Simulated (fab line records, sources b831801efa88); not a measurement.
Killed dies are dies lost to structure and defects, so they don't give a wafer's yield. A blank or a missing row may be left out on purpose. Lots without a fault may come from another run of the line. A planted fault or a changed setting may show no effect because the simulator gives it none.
Problem report in the 8D (eight disciplines) form, filled by code | flow gf180mcu | the parts of the form that need people (team, actions taken, sign-off) are left out

1. THE PROBLEM
DUAL_GATE_OXIDATION_00_THK at GF_DUAL_GATE_THK_MEAS_03 reads a mean of 12.61 nm on 6 wafers of 2 lots; wafers without a fault read 10.93 nm with a standard deviation of 0.22. That is +7.6 standard deviations from the usual mean.
First seen on wafer L200.4, day 10 03:25, on film_metro-03. The record holds 39 wafers of 13 lots with a number at this step. Rule for "out", or "out of limits": more than 4 standard deviations from the usual mean. The other wafers with a number count as sound.

2. WHAT IT IS AND WHAT IT IS NOT
question                    | is                           | is not
which readings at this step | DUAL_GATE_OXIDATION_00_THK   | -
which lots                  | L200, L204                   | L191, L194, L195, L196, L198, L199, L203, L211, L212, L213, L214
which wafers of those lots  | all that have a number       | -
read on which gauges        | film_metro-01, film_metro-03 | film_metro-02
when                        | from day 10 03:25            | up to then (18 sound wafers); but 15 sound wafers of L203, L211, L212, L213, L214 came after

3. SUSPECTS, AND WHAT RULES EACH OUT
Counting: a tool at a process step up to the reading stays a suspect if it ran every lot that is out and no sound lot after the first of them.
- the gauge at GF_DUAL_GATE_THK_MEAS_03: ruled out. The wafers that are out were read on 2 gauges (film_metro-01, film_metro-03).
- furnace-01 at GF_DUAL_GATE_OXIDATION_02 (stabilise 600 s, purge 300 s, target thk 10.887 nm): kept. It ran every lot that is out, first L200 (day 10 01:56), and no sound lot after that; its last sound lot up to then is L199 (day 9 21:04).
Left after counting: furnace-01 at GF_DUAL_GATE_OXIDATION_02.

4. THE CAUSE (what the simulator had put in)
Process parameter drift: furnace-01, from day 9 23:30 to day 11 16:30, at GF_DUAL_GATE_OXIDATION_02. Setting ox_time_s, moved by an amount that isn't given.
Counting left only this tool.

5. THE CHAIN OF EFFECTS, in route order
Each row: a reading whose mean over the struck wafers that have a number lies more than 3 standard deviations from the usual. Only readings for which the record gives a usual standard deviation are gone through. hours: the time from each lot's start at the first step in this table that gives one to its start at this step, as a median over the lots. sigmas: the change in usual standard deviations.
hours | step                     | reading                    | usual    | on struck wafers | change | sigmas
0     | GF_DUAL_GATE_THK_MEAS_03 | DUAL_GATE_OXIDATION_00_THK | 10.93 nm | 12.61            | +1.68  | +7.6
Later measuring or inspecting steps at which every struck wafer that the step has a row for has a number for every such reading, and none has moved that far: GF_V1_OVL_MEAS_15.

6. WHAT WOULD HAVE CAUGHT IT SOONER
In this record the first reading out of limits at a measuring or inspecting step was taken at day 10 03:25, 4 hours after the fault began at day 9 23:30.
Of the lots that are out (2), L204 began GF_DUAL_GATE_OXIDATION_02 on furnace-01 after day 10 03:25. A hold on the tool at that time would have spared it.
